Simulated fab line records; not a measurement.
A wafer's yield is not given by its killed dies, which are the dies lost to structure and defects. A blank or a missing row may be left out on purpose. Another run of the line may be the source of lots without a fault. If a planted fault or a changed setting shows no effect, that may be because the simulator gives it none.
Struck lot and sound lot, side by side -- flow gf180mcu -- 14 steps out of a route of 602
Sound: wafers L742.1, L742.3, L742.4. Struck: wafer L753.4. (L753.1 of the same lot was not struck and is left out.) The cause comes at the end.
At each step with rows: each side's tool, then ch and its chambers, then its first start. Under that, the readings that differ: sound wafers -- struck wafers -- difference of the means -- sigmas: that difference in standard deviations of wafers without a fault.
alike: readings with means less than 2 such deviations apart, plus words and numbers identical on both sides. not compared: withheld readings, readings lacking a value on some wafer, bounds such as >300 that could conceal the same value, and numbers that have no deviation in the record and whose values overlap.
Wherever a step has rows on one side only, a row that says differs or no value, or a row with sigmas, the two part there. When numbers do not overlap yet have no deviation, they are printed without sigmas and do not part them. Lack of a reading on every wafer of one side parts them only where that side has two or more wafers.

GF_V1_OVL_MEAS_15:
  sound on overlay-01 at day 18 01:42; struck on overlay-02 at day 22 10:23
  alike: V1_OVL
GF_V1_ETCH_16: etches BARC in N2/H2.
  sound on rie-diel-03 ch 0,3, day 18 01:44; struck on rie-diel-04 ch 1, day 22 10:26
  alike: drypump-motor-current-A, n2-flow-sccm, oes-product-au, rf-fwd-power-W, throttle-valve-pct
GF_V1_ETCH_17: etches SiO2 in C4F8/O2/Ar, stops on TiN, target depth 630 nm.
  sound: rie-diel-03 ch 0,3; struck: rie-diel-04 ch 1
  alike: oes-product-au, rf-fwd-power-W
GF_V1_STRIP_18: strips in O2/N2.
  sound on plasma-asher-04 ch 0,1, day 18 01:52; struck on plasma-asher-01 ch 0, day 22 10:33
  alike: drypump-motor-current-A, heater-power-w, n2-flow-sccm, oes-product-au, platen-temp-c
  not compared: rf-hours-counter-h
then, 3 steps without rows for these wafers: GF_V1_STRIP_19 (strips in post etch residue remover, time 1200 s); GF_V1_CLEAN_20 (cleans in DIW); GF_V1_SPUTTER_21 (material Ti, target thk 15 nm, time 80.02 s).
GF_V1_SPUTTER_22: material TiN, target thk 10 nm, time 40 s.
  sound on pvd-sputter-03 at day 18 02:28; struck on pvd-sputter-03 at day 22 11:10
  alike: throttle-valve-pct
then, 1 step without rows for these wafers: GF_V1_CVD_23 (deposits W, target thk 350 nm, time 105.05 s).
GF_V1_RS_MEAS_24: measurement is done with a four-point probe.
  sound on film-metro-02 at day 18 02:37; struck on film-metro-03 at day 22 11:19
  alike: V1_W_RS
GF_V1_THK_MEAS_25: measures by xrf.
  sound on film-metro-02 at day 18 02:44; struck on film-metro-03 at day 22 11:26
  alike: V1_W_THK
GF_V1_CMP_26: polishes, stops on SiO2, t overpolish 15 s, target thk 0 nm.
  sound on cmp-01 ch 0,1,3, day 18 02:48; struck on cmp-01 ch 1, day 22 11:35
  alike: motor-current-A, overpolish-run-s, time-to-endpoint-s
GF_M2_SPUTTER_00: material Ti, target thk 37.5 nm, time 150 s.
  sound on pvd-sputter-04 at day 18 03:06; struck on pvd-sputter-01 at day 22 11:47
reading,sound,struck,difference,sigmas
model.Ti_of_M2_SPUTTER_00.thk-nm (nm),37.2 37.47 37.3,63.41,+26.09,
  alike: throttle-valve-pct
then, 1 step without rows for these wafers: GF_M2_SPUTTER_01 (material TiN, target thk 30 nm, time 25 s).

WHERE THEY PART
Nowhere in this record.

WHY: whatever the simulator had introduced
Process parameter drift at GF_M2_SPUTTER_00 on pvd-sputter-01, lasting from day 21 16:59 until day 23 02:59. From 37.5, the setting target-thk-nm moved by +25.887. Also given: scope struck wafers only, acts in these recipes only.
